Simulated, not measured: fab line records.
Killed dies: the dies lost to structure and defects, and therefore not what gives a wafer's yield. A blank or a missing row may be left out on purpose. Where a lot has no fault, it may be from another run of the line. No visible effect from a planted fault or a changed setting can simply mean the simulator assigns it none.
fab line records    flow sky130
[record] lots = 13  wafers = 39  last-day = 50
route steps=708 shown FIELD_ISO@18 NWELL@76 VT_ADJUST_HVTP@96 PAD_OPEN@708
lots with no fault: from the same line, run without faults
start-h: hours from the record's opening day to when the first of the lot's shown wafers began    wait-h: how many hours have passed since the lot's step before this one    " as in the row above    L1.1+2: one row covering several wafers at once    - no value, or no start given    * or withheld: withheld    < > ~ a bound
route shown NAME@n: NAME is a module with steps in the file, n the number in the route of the first one    usual: mean/standard deviation of fault-free wafers    same: alike in all rows    chamber/n: place in a boat    sites: each site's reading    _std_site: the standard deviation of these    _edge_site: mean of outer sites minus mean of inner sites    radius-mm: how far each site lies from the wafer's centre    mask NAME#n: copy n    behind: tool/chamber where the wafer was last shaped    hold: what put the lot on hold/how long, in hours/how the hold closed    device: transistor that didn't switch, given as n, p or np    end of line: the tests these same wafers got at the end of their route    where a step has no rows: the recipe by itself    killed: dies lost to structure and defects at the first sort, not the wafer's yield    map: dies across one wafer; x = killed, . = not, _ = none there
set.NAME: the setting the step ran with; set.NAME@STEP: the setting that earlier step ran with    model.NAME: the simulator's own value behind a step, which no gauge read
the route's steps for a sample of lots (tables are steps, rows are wafers)
services: a tool's chamber out of use, with start hour (start-h, from the record's first day; less than 0 if before it), hours out, and reason
[[steps]]
[step SKY_FIELD_ISO_ETCH_17]
[recipe] target-depth-a = 3420  mask-material = Si3N4  chemistry = HBr/Cl2/O2  target = Si  taper-deg = 5  icp-w = 600  bias-w = 150  pressure-mtorr = 15  HBr_flow_sccm = 150  Cl2_flow_sccm = 40  O2_flow_sccm = 6  time-s = 97.7
[usual] drypump-motor-current-A = 5.4/0.49  oes-product-au = 1.000/0.0084  throttle-valve-pct = 25.657/0.012
lot.wafer  tool       chamber  start-h  wait-h  drypump-motor-current-A  oes-product-au  rf-hours-counter-h  throttle-valve-pct
L501.1     rie-si-01  1        28.73    0.1     6.0                      0.992           62                  25.660
L501.3     "          2        "        "       5.6                      0.998           37                  25.649
L501.5     "          3        "        "       5.4                      1.002           -                   25.659
L504.2     rie-si-02  3        44.23    0.1     6.1                      0.983           21                  25.667
L504.3     "          2        "        "       4.7                      0.989           7                   25.681
L504.6     "          2        "        "       4.7                      0.997           -                   25.674
L505.1     rie-si-02  2        48.58    0.1     4.7                      0.993           7                   25.650
L505.2     "          3        "        "       6.1                      0.989           21                  25.670
L505.3     "          1        "        "       5.0                      1.001           27                  25.650
L506.3     rie-si-02  1        55.78    0.0     5.0                      1.000           27                  25.647
L506.4     "          2        "        "       4.7                      0.991           7                   25.671
L506.6     "          2        "        "       4.7                      0.992           -                   25.659
L507.2     rie-si-02  0        60.43    0.1     5.4                      0.999           73                  25.659
L507.3     "          2        "        "       4.7                      0.993           8                   25.661
L507.4     "          3        "        "       6.1                      0.980           22                  25.673
L510.1     rie-si-02  2        76.13    0.1     4.7                      0.994           8                   25.662
L510.3     "          3        "        "       6.1                      0.983           22                  25.675
L510.5     "          1        "        "       5.0                      1.006           -                   25.636
L513.1     rie-si-01  3        94.33    0.1     5.4                      1.013           1                   25.659
L513.3     "          0        "        "       4.9                      1.003           142                 25.662
L513.4     "          1        "        "       6.0                      1.004           62                  25.655
L514.3     rie-si-02  2        99.66    0.0     4.7                      0.991           8                   25.646
L514.4     "          1        "        "       4.9                      1.006           27                  25.649
L514.6     "          0        "        "       5.4                      1.008           -                   25.650
L515.1     rie-si-01  2        104.18   0.1     5.6                      0.999           37                  25.652
L515.2     "          3        "        "       5.4                      1.020           1                   25.651
L515.4     "          0        "        "       4.9                      0.996           143                 25.633
L521.3     rie-si-02  3        132.93   0.0     6.2                      1.000           22                  25.672
L521.4     "          2        "        "       4.7                      0.998           8                   25.682
L521.5     "          3        "        "       6.2                      0.995           -                   25.669
L522.1     rie-si-02  1        140.96   0.1     5.0                      1.012           27                  25.651
L522.3     "          0        "        "       5.4                      1.004           74                  25.654
L522.6     "          0        "        "       5.4                      1.016           -                   25.663
L523.1     rie-si-01  2        143.36   0.1     5.6                      1.000           38                  25.648
L523.3     "          3        "        "       5.4                      1.008           1                   25.658
L523.6     "          0        "        "       4.9                      0.996           -                   25.662
L524.1     rie-si-02  2        148.11   0.1     4.7                      0.998           8                   25.679
L524.2     "          1        "        "       4.9                      1.003           27                  25.667
L524.3     "          0        "        "       5.4                      0.998           74                  25.649
[step SKY_NWELL_OVL_MEAS_23]
[usual] NWELL_01_OVL = 0.2/1.4
lot.wafer  tool        chamber  start-h  wait-h  NWELL_01_OVL[nm]
L501.1     overlay-02  -        96.61    -       1.7
L501.3     "           -        "        "       2.2
L501.5     "           -        "        "       2.3
L504.2     overlay-01  -        118.68   -       -0.6
L504.3     "           -        "        "       0.1
L504.6     "           -        "        "       0.4
L505.1     overlay-02  -        124.12   -       -0.3
L505.2     "           -        "        "       -0.5
L505.3     "           -        "        "       0.8
L506.3     overlay-02  -        136.99   -       2.3
L506.4     "           -        "        "       2.1
L506.6     "           -        "        "       4.1
L507.2     overlay-01  -        150.83   -       -0.4
L507.3     "           -        "        "       1.1
L507.4     "           -        "        "       -1.5
L510.1     overlay-01  -        162.52   -       1.1
L510.3     "           -        "        "       1.0
L510.5     "           -        "        "       1.6
L513.1     overlay-02  -        175.31   -       0.2
L513.3     "           -        "        "       -0.3
L513.4     "           -        "        "       1.0
L514.3     overlay-01  -        182.38   -       -0.5
L514.4     "           -        "        "       -1.8
L514.6     "           -        "        "       -1.5
L515.1     overlay-01  -        186.16   -       2.8
L515.2     "           -        "        "       2.3
L515.4     "           -        "        "       1.1
L521.3     overlay-01  -        240.43   -       -1.9
L521.4     "           -        "        "       -3.4
L521.5     "           -        "        "       -2.4
L522.1     overlay-01  -        255.17   -       -2.0
L522.3     "           -        "        "       -1.0
L522.6     "           -        "        "       -0.4
L523.1     overlay-02  -        256.16   -       1.8
L523.3     "           -        "        "       2.4
L523.6     "           -        "        "       0.0
L524.1     overlay-02  -        256.52   -       0.3
L524.2     "           -        "        "       -1.3
L524.3     "           -        "        "       -0.6
[step SKY_NWELL_IMPLANT_24]
[recipe] species = B  energy-kev = 140  dose-cm2 = 9.2e+12  tilt-deg = withheld
[usual] beam-energy-keV = 140.01/0.041
lot.wafer  tool          chamber  start-h  wait-h  beam-energy-keV
L501.1     implanter-01  0        96.65    0.0     139.99
L501.3     "             0        "        "       140.03
L501.5     "             0        "        "       140.02
L504.2     implanter-04  0        118.73   0.0     140.04
L504.3     "             0        "        "       139.97
L504.6     "             0        "        "       140.00
L505.1     implanter-01  0        124.16   0.0     139.97
L505.2     "             0        "        "       139.98
L505.3     "             0        "        "       139.96
L506.3     implanter-04  0        137.06   0.1     140.09
L506.4     "             0        "        "       140.01
L506.6     "             0        "        "       140.01
L507.2     implanter-02  0        150.88   0.0     140.06
L507.3     "             0        "        "       140.06
L507.4     "             0        "        "       140.02
L510.1     implanter-01  0        162.56   0.0     140.02
L510.3     "             0        "        "       140.01
L510.5     "             0        "        "       139.98
L513.1     implanter-01  0        175.35   0.0     140.03
L513.3     "             0        "        "       140.07
L513.4     "             0        "        "       140.02
L514.3     implanter-02  0        182.45   0.1     139.99
L514.4     "             0        "        "       139.99
L514.6     "             0        "        "       140.03
L515.1     implanter-04  0        186.20   0.0     139.99
L515.2     "             0        "        "       140.04
L515.4     "             0        "        "       140.07
L521.3     implanter-01  0        240.50   0.1     133.04
L521.4     "             0        "        "       133.00
L521.5     "             0        "        "       132.95
L522.1     implanter-02  0        255.21   0.0     139.97
L522.3     "             0        "        "       140.02
L522.6     "             0        "        "       139.98
L523.1     implanter-01  0        256.20   0.0     132.95
L523.3     "             0        "        "       133.00
L523.6     "             0        "        "       132.99
L524.1     implanter-02  0        256.56   0.0     140.01
L524.2     "             0        "        "       139.97
L524.3     "             0        "        "       139.98
[step SKY_VT_ADJUST_HVTP_TW_MEAS_11]
[usual] VT_ADJUST_HVTP_TW = 1354/12
lot.wafer  tool           chamber  start-h  wait-h  VT_ADJUST_HVTP_TW
L501.1     film-metro-02  -        115.74   0.1     1356
L501.3     "              -        "        "       1366
L501.5     "              -        "        "       1361
L504.2     film-metro-01  -        138.38   0.1     1331
L504.3     "              -        "        "       1334
L504.6     "              -        "        "       1334
L505.1     film-metro-04  -        143.67   0.1     1360
L505.2     "              -        "        "       1367
L505.3     "              -        "        "       1367
L506.3     film-metro-01  -        156.01   0.1     1333
L506.4     "              -        "        "       1325
L506.6     "              -        "        "       1338
L507.2     film-metro-02  -        170.03   0.1     1362
L507.3     "              -        "        "       1367
L507.4     "              -        "        "       1360
L510.1     film-metro-02  -        182.42   0.1     1362
L510.3     "              -        "        "       1363
L510.5     "              -        "        "       1359
L513.1     film-metro-01  -        196.47   0.1     1332
L513.3     "              -        "        "       1335
L513.4     "              -        "        "       1322
L514.3     film-metro-02  -        203.84   0.1     1363
L514.4     "              -        "        "       1360
L514.6     "              -        "        "       1354
L515.1     film-metro-02  -        209.09   0.1     1366
L515.2     "              -        "        "       1361
L515.4     "              -        "        "       1365
L521.3     film-metro-02  -        264.86   0.1     1363
L521.4     "              -        "        "       1357
L521.5     "              -        "        "       1362
L522.1     film-metro-02  -        280.52   0.1     1351
L522.3     "              -        "        "       1364
L522.6     "              -        "        "       1352
L523.1     film-metro-02  -        280.74   0.1     1362
L523.3     "              -        "        "       1362
L523.6     "              -        "        "       1369
L524.1     film-metro-02  -        280.93   0.1     1368
L524.2     "              -        "        "       1358
L524.3     "              -        "        "       1364
[step SKY_PAD_OPEN_PROBE_99]
[usual] killed_at_M0_to_M3 = 43/6.6  killed_at_M4_up = 3.1/1.6  killed-at-contacts = 23/5.6  killed-at-front-end = 15/4.2  killed-at-other = 0.2/0.43  killed-dies = 85/9.3  killed-open = 46/6.6  killed-short = 39/6.2
[same] gross-dies = 492  killed-at-back-side = 0
lot.wafer  tool       chamber  start-h  wait-h  killed_at_M0_to_M3  killed_at_M4_up  killed-at-contacts  killed-at-front-end  killed-at-other  killed-dies  killed-open  killed-short
L501.1     prober-01  -        1056.66  0.1     44                  1                32                  13                   1                91           50           41
L501.3     prober-01  -        1056.76  0.2     45                  2                28                  20                   0                95           54           41
L501.5     prober-01  -        1056.86  0.2     43                  5                26                  19                   0                93           46           47
L504.2     prober-02  -        1083.38  0.1     44                  4                25                  14                   0                87           42           45
L504.3     prober-02  -        1083.43  0.2     54                  9                21                  8                    0                92           50           42
L504.6     prober-02  -        1083.58  0.2     43                  3                25                  10                   2                83           48           35
L505.1     prober-01  -        1095.47  0.1     39                  1                20                  21                   0                81           49           32
L505.2     prober-01  -        1095.52  0.1     50                  4                26                  22                   0                102          53           49
L505.3     prober-01  -        1095.57  0.2     48                  0                12                  8                    0                68           38           30
L506.3     prober-02  -        1107.06  0.2     45                  0                26                  18                   0                89           55           34
L506.4     prober-02  -        1107.11  0.2     45                  2                22                  27                   0                96           55           41
L506.6     prober-02  -        1107.21  0.2     49                  4                26                  13                   0                92           49           43
L507.2     prober-01  -        1110.48  0.1     46                  4                28                  22                   0                100          57           43
L507.3     prober-01  -        1110.53  0.2     46                  3                22                  13                   0                84           50           34
L507.4     prober-01  -        1110.58  0.2     57                  1                22                  16                   0                96           53           43
L510.1     prober-01  -        1132.56  0.1     42                  1                37                  15                   0                95           57           38
L510.3     prober-01  -        1132.66  0.2     40                  7                26                  13                   1                87           39           48
L510.5     prober-01  -        1132.76  0.2     44                  3                27                  18                   0                92           39           53
L513.1     prober-01  -        1141.25  0.1     42                  1                23                  9                    1                76           44           32
L513.3     prober-01  -        1141.35  0.2     45                  4                31                  21                   0                101          57           44
L513.4     prober-01  -        1141.40  0.2     23                  1                23                  21                   0                68           40           28
L514.3     prober-02  -        1143.50  0.2     46                  2                28                  17                   1                94           49           45
L514.4     prober-02  -        1143.55  0.2     36                  4                26                  24                   0                90           47           43
L514.6     prober-02  -        1143.65  0.2     44                  4                38                  15                   0                101          46           55
L515.1     prober-01  -        1148.94  0.1     46                  2                26                  17                   0                91           60           31
L515.2     prober-01  -        1148.99  0.1     41                  3                26                  12                   0                82           42           40
L515.4     prober-01  -        1149.09  0.2     35                  2                17                  14                   0                68           35           33
L521.3     prober-01  -        1190.17  0.2     40                  3                34                  14                   0                91           53           38
L521.4     prober-01  -        1190.22  0.2     38                  1                17                  14                   1                71           29           42
L521.5     prober-01  -        1190.27  0.2     44                  3                19                  16                   2                84           50           34
L523.1     prober-02  -        1199.85  0.1     31                  3                22                  14                   1                71           40           31
L523.3     prober-02  -        1199.95  0.2     48                  4                34                  13                   1                100          56           44
L523.6     prober-02  -        1200.10  0.2     39                  2                21                  13                   0                75           42           33
L522.1     prober-01  -        1201.35  0.1     45                  2                20                  18                   0                85           41           41
L522.3     prober-01  -        1201.45  0.2     47                  2                22                  10                   0                81           46           35
L522.6     prober-01  -        1201.60  0.2     40                  3                32                  9                    1                85           50           35
L524.1     prober-02  -        1204.39  0.1     52                  3                22                  17                   0                94           50           44
L524.2     prober-02  -        1204.44  0.1     39                  6                15                  7                    0                67           41           26
L524.3     prober-02  -        1204.49  0.2     40                  3                21                  13                   0                77           42           35
// killed by level:class
L501.1 CONTACT:geometric-particle:open=14 VIA1:geometric-particle:open=9 LI_CONTACT:geometric-particle:open=8 METAL1:geometric-particle:short=6 VIA2:geometric-particle:open=6 CONTACT:geometric-particle:short=5 METAL2:geometric-particle:short=5 POLY_GATE:geometric-particle:short=4
L501.3 VIA3:geometric-particle:open=16 LI_CONTACT:geometric-particle:open=8 CONTACT:geometric-particle:short=8 CONTACT:geometric-particle:open=8 METAL1:geometric-particle:short=8 FIELD_ISO:geometric-particle:short=6 VIA1:geometric-particle:open=6 FIELD_ISO:geometric-particle:open=5
L501.5 VIA1:geometric-particle:open=9 LI_CONTACT:geometric-particle:open=8 CONTACT:geometric-particle:short=8 VIA2:geometric-particle:open=7 LI_CONTACT:geometric-particle:short=6 METAL2:geometric-particle:short=6 FIELD_ISO:geometric-particle:open=5 FIELD_ISO:geometric-particle:short=4
L504.2 CONTACT:geometric-particle:open=13 VIA2:geometric-particle:open=7 METAL1:geometric-particle:short=6 VIA1:geometric-particle:open=6 VIA2:geometric-particle:short=6 FIELD_ISO:geometric-particle:short=5 LI_CONTACT:geometric-particle:short=5 VIA3:geometric-particle:open=5
L504.3 VIA3:geometric-particle:open=10 VIA1:geometric-particle:open=10 METAL2:geometric-particle:short=7 VIA2:geometric-particle:open=7 LI_CONTACT:geometric-particle:open=6 VIA3:geometric-particle:short=6 METAL4:geometric-particle:short=6 CONTACT:geometric-particle:open=5
L504.6 VIA2:geometric-particle:open=11 CONTACT:geometric-particle:open=9 LI_CONTACT:geometric-particle:open=7 VIA1:geometric-particle:open=6 VIA3:geometric-particle:open=5 METAL2:geometric-particle:short=5 METAL1:geometric-particle:short=4 FIELD_ISO:geometric-particle:short=3
L505.1 CONTACT:geometric-particle:open=8 FIELD_ISO:geometric-particle:open=7 VIA2:geometric-particle:open=7 VIA3:geometric-particle:open=7 LI_CONTACT:geometric-particle:open=6 METAL2:geometric-particle:short=5 METAL3:geometric-particle:short=5 POLY_GATE:geometric-particle:open=4
L505.2 VIA1:geometric-particle:open=16 CONTACT:geometric-particle:open=11 METAL1:geometric-particle:short=8 FIELD_ISO:geometric-particle:short=7 VIA3:geometric-particle:open=7 LI_CONTACT:geometric-particle:open=5 FIELD_ISO:geometric-particle:open=4 LI_CONTACT:geometric-particle:short=4
L505.3 CONTACT:geometric-particle:open=9 VIA3:geometric-particle:open=9 VIA1:geometric-particle:open=8 METAL1:geometric-particle:short=5 METAL2:geometric-particle:short=5 FIELD_ISO:geometric-particle:short=4 METAL1:geometric-particle:open=4 VIA2:geometric-particle:short=4
L506.3 VIA1:geometric-particle:open=11 CONTACT:geometric-particle:open=9 LI_CONTACT:geometric-particle:open=8 METAL1:geometric-particle:short=6 VIA2:geometric-particle:short=6 VIA2:geometric-particle:open=6 FIELD_ISO:geometric-particle:open=5 POLY_GATE:geometric-particle:short=5
L506.4 VIA1:geometric-particle:open=11 VIA3:geometric-particle:open=8 FIELD_ISO:geometric-particle:open=6 LI_CONTACT:geometric-particle:open=6 VIA2:geometric-particle:open=6 POLY_GATE:geometric-particle:short=5 CONTACT:geometric-particle:short=5 CONTACT:geometric-particle:open=5
L506.6 VIA1:geometric-particle:open=12 VIA3:geometric-particle:open=10 LI_CONTACT:geometric-particle:open=7 CONTACT:geometric-particle:open=7 METAL2:geometric-particle:short=7 METAL1:geometric-particle:short=6 LI_CONTACT:geometric-particle:short=4 LOCAL_INTERCONNECT:geometric-particle:short=4
L507.2 CONTACT:geometric-particle:open=9 VIA2:geometric-particle:open=9 LI_CONTACT:geometric-particle:open=8 VIA1:geometric-particle:open=8 CONTACT:geometric-particle:short=6 METAL1:geometric-particle:short=6 FIELD_ISO:geometric-particle:open=5 FIELD_ISO:geometric-particle:short=5
L507.3 METAL1:geometric-particle:short=9 VIA2:geometric-particle:open=9 CONTACT:geometric-particle:open=7 VIA1:geometric-particle:open=7 VIA3:geometric-particle:open=6 LI_CONTACT:geometric-particle:open=6 CONTACT:geometric-particle:short=5 POLY_GATE:geometric-particle:open=4
L507.4 VIA1:geometric-particle:open=12 METAL2:geometric-particle:short=11 LI_CONTACT:geometric-particle:open=10 VIA2:geometric-particle:open=8 VIA1:geometric-particle:short=7 VIA3:geometric-particle:open=6 CONTACT:geometric-particle:open=5 CONTACT:geometric-particle:short=5
L510.1 VIA1:geometric-particle:open=15 CONTACT:geometric-particle:open=12 CONTACT:geometric-particle:short=11 LI_CONTACT:geometric-particle:open=10 VIA2:geometric-particle:open=6 FIELD_ISO:geometric-particle:short=5 METAL1:geometric-particle:short=5 POLY_GATE:geometric-particle:open=4
L510.3 VIA1:geometric-particle:open=8 LI_CONTACT:geometric-particle:open=8 CONTACT:geometric-particle:short=7 METAL1:geometric-particle:short=6 VIA3:geometric-particle:open=6 METAL2:geometric-particle:short=5 CONTACT:geometric-particle:open=5 VIA1:geometric-particle:short=5
L510.5 METAL1:geometric-particle:short=9 VIA2:geometric-particle:short=8 CONTACT:geometric-particle:open=8 VIA1:geometric-particle:open=8 CONTACT:geometric-particle:short=7 FIELD_ISO:geometric-particle:open=5 FIELD_ISO:geometric-particle:short=5 LI_CONTACT:geometric-particle:open=5
L513.1 VIA1:geometric-particle:open=12 CONTACT:geometric-particle:open=7 FIELD_ISO:geometric-particle:short=5 METAL2:geometric-particle:short=5 LI_CONTACT:geometric-particle:open=5 CONTACT:geometric-particle:short=4 VIA1:geometric-particle:short=4 VIA2:geometric-particle:open=4
L513.3 CONTACT:geometric-particle:open=15 VIA1:geometric-particle:open=11 CONTACT:geometric-particle:short=7 VIA2:geometric-particle:open=7 VIA1:geometric-particle:short=6 METAL3:geometric-particle:short=5 LOCAL_INTERCONNECT:geometric-particle:short=5 VIA3:geometric-particle:open=5
L513.4 CONTACT:geometric-particle:open=8 LI_CONTACT:geometric-particle:open=7 VIA1:geometric-particle:open=6 FIELD_ISO:geometric-particle:short=5 FIELD_ISO:geometric-particle:open=5 POLY_GATE:geometric-particle:short=4 VIA3:geometric-particle:short=4 VIA1:geometric-particle:short=4
L514.3 CONTACT:geometric-particle:open=12 METAL2:geometric-particle:short=10 VIA1:geometric-particle:open=10 CONTACT:geometric-particle:short=7 FIELD_ISO:geometric-particle:short=6 FIELD_ISO:geometric-particle:open=5 VIA2:geometric-particle:open=5 VIA3:geometric-particle:open=5
L514.4 CONTACT:geometric-particle:open=11 FIELD_ISO:geometric-particle:short=7 CONTACT:geometric-particle:short=7 VIA1:geometric-particle:open=7 METAL2:geometric-particle:short=7 POLY_GATE:geometric-particle:open=6 POLY_GATE:geometric-particle:short=4 LI_CONTACT:geometric-particle:open=4
L514.6 CONTACT:geometric-particle:open=13 METAL2:geometric-particle:short=12 VIA1:geometric-particle:open=8 CONTACT:geometric-particle:short=7 LOCAL_INTERCONNECT:geometric-particle:short=6 FIELD_ISO:geometric-particle:short=5 VIA2:geometric-particle:open=5 LI_CONTACT:geometric-particle:short=4
L515.1 CONTACT:geometric-particle:open=14 VIA2:geometric-particle:open=12 VIA3:geometric-particle:open=10 VIA1:geometric-particle:open=7 FIELD_ISO:geometric-particle:open=6 LI_CONTACT:geometric-particle:open=6 METAL3:geometric-particle:short=5 FIELD_ISO:geometric-particle:short=4
L515.2 VIA1:geometric-particle:open=11 CONTACT:geometric-particle:open=7 LI_CONTACT:geometric-particle:open=6 VIA1:geometric-particle:short=6 CONTACT:geometric-particle:short=5 VIA3:geometric-particle:open=5 METAL1:geometric-particle:short=5 VIA3:geometric-particle:short=5
L515.4 VIA1:geometric-particle:open=10 METAL1:geometric-particle:short=7 FIELD_ISO:geometric-particle:open=6 CONTACT:geometric-particle:open=5 VIA3:geometric-particle:open=5 CONTACT:geometric-particle:short=4 FIELD_ISO:geometric-particle:short=3 LI_CONTACT:geometric-particle:open=3
L521.3 LI_CONTACT:geometric-particle:open=11 VIA1:geometric-particle:open=11 FIELD_ISO:geometric-particle:open=8 CONTACT:geometric-particle:open=8 LOCAL_INTERCONNECT:geometric-particle:short=6 METAL1:geometric-particle:short=6 VIA2:geometric-particle:open=6 CONTACT:geometric-particle:short=5
L521.4 LI_CONTACT:geometric-particle:open=7 METAL2:geometric-particle:short=7 POLY_GATE:geometric-particle:short=5 METAL1:geometric-particle:short=5 VIA3:geometric-particle:open=5 FIELD_ISO:geometric-particle:short=4 CONTACT:geometric-particle:open=4 VIA2:geometric-particle:open=4
L521.5 VIA1:geometric-particle:open=10 CONTACT:geometric-particle:open=9 VIA3:geometric-particle:open=7 VIA1:geometric-particle:short=6 FIELD_ISO:geometric-particle:open=5 LI_CONTACT:geometric-particle:open=5 METAL2:geometric-particle:short=5 FIELD_ISO:geometric-particle:short=4
L523.1 LI_CONTACT:geometric-particle:open=7 CONTACT:geometric-particle:short=7 VIA1:geometric-particle:open=7 FIELD_ISO:geometric-particle:open=5 CONTACT:geometric-particle:open=5 FIELD_ISO:geometric-particle:short=4 POLY_GATE:geometric-particle:open=4 METAL2:geometric-particle:short=4
L523.3 VIA1:geometric-particle:open=16 CONTACT:geometric-particle:open=11 LI_CONTACT:geometric-particle:open=9 VIA2:geometric-particle:open=9 LOCAL_INTERCONNECT:geometric-particle:short=7 FIELD_ISO:geometric-particle:open=4 CONTACT:geometric-particle:short=4 METAL1:geometric-particle:short=4
L523.6 VIA1:geometric-particle:open=10 FIELD_ISO:geometric-particle:open=6 VIA2:geometric-particle:open=6 LI_CONTACT:geometric-particle:open=5 CONTACT:geometric-particle:open=5 VIA3:geometric-particle:open=5 LI_CONTACT:geometric-particle:short=4 CONTACT:geometric-particle:short=4
L522.1 LI_CONTACT:geometric-particle:open=8 CONTACT:geometric-particle:open=7 METAL1:geometric-particle:short=7 METAL3:geometric-particle:short=6 VIA1:geometric-particle:open=6 VIA2:geometric-particle:open=6 FIELD_ISO:geometric-particle:open=4 FIELD_ISO:geometric-particle:short=4
L522.3 VIA3:geometric-particle:open=11 LI_CONTACT:geometric-particle:open=8 VIA2:geometric-particle:open=8 VIA1:geometric-particle:open=7 CONTACT:geometric-particle:open=5 VIA1:geometric-particle:short=5 FIELD_ISO:geometric-particle:short=4 LI_CONTACT:geometric-particle:short=4
L522.6 CONTACT:geometric-particle:open=12 LI_CONTACT:geometric-particle:open=10 VIA3:geometric-particle:open=8 VIA1:geometric-particle:open=6 VIA1:geometric-particle:short=5 METAL1:geometric-particle:short=4 POLY_GATE:geometric-particle:open=4 VIA2:geometric-particle:short=4
L524.1 CONTACT:geometric-particle:open=11 METAL2:geometric-particle:short=11 VIA1:geometric-particle:open=8 VIA2:geometric-particle:open=8 FIELD_ISO:geometric-particle:short=5 LI_CONTACT:geometric-particle:open=5 METAL1:geometric-particle:short=5 VIA1:geometric-particle:short=5
L524.2 VIA1:geometric-particle:open=10 VIA3:geometric-particle:open=9 CONTACT:geometric-particle:open=6 METAL4:geometric-particle:short=5 LOCAL_INTERCONNECT:geometric-particle:short=4 VIA1:geometric-particle:short=4 FIELD_ISO:geometric-particle:open=3 METAL2:geometric-particle:open=3
L524.3 VIA2:geometric-particle:open=11 CONTACT:geometric-particle:open=8 VIA1:geometric-particle:open=7 POLY_GATE:geometric-particle:short=7 CONTACT:geometric-particle:short=6 METAL2:geometric-particle:short=5 LI_CONTACT:geometric-particle:open=4 VIA3:geometric-particle:open=4
[[services]]
tool          chamber  start-h  hours  kind
rie-si-01     3        9.66     -      clean
rie-si-01     3        9.66     16.0   scheduled-down
rie-si-01     3        9.66     16.0   vent-cycle
implanter-04  -        23.96    2.8    repair
implanter-01  -        75.02    0.6    repair
implanter-04  -        82.48    5.8    repair
implanter-01  -        87.77    2.5    repair
rie-si-01     0        115.05   -      clean
rie-si-01     0        115.05   15.7   scheduled-down
rie-si-01     0        115.05   15.7   vent-cycle
implanter-01  -        125.53   1.8    repair
implanter-02  -        125.92   4.7    pm
rie-si-01     -        131.55   0.5    repair
implanter-01  -        133.93   6.3    pm
implanter-02  -        152.98   4.2    pm
implanter-02  -        165.81   1.4    repair
rie-si-01     -        194.85   14.6   pm
rie-si-01     3        213.17   7.2    repair
implanter-01  -        220.70   0.8    repair
[[key]]
[first-sign] step = SKY_NWELL_IMPLANT_24  reading = beam-energy-keV  direction = down  sigmas = 99+  usual = *  struck = *
effect none on later readings
met-at SKY_NWELL_IMPLANT_24
struck-lots L521,L523
tester-left-out L521,L523
not-acting-at SKY_FIELD_ISO_ETCH_17,SKY_NWELL_OVL_MEAS_23,SKY_VT_ADJUST_HVTP_TW_MEAS_11
onset-between 175.35 240.50
[fault] kind = process-parameter-drift  tool = implanter-01  chamber = -  onset-h = 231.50  steps = SKY_NWELL_IMPLANT_24  channel = energy-kev  offset = *  shape = step  end-h = 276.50  acts-in = *  stated = *
// tester-left-out: of these lots the tester's yield and bins aren't shown, on N5 and GAA mostly nor the transistor test; their killed dies are dies lost to structure and defects alone, not to doping, threshold or leakage, so they don't give the yield
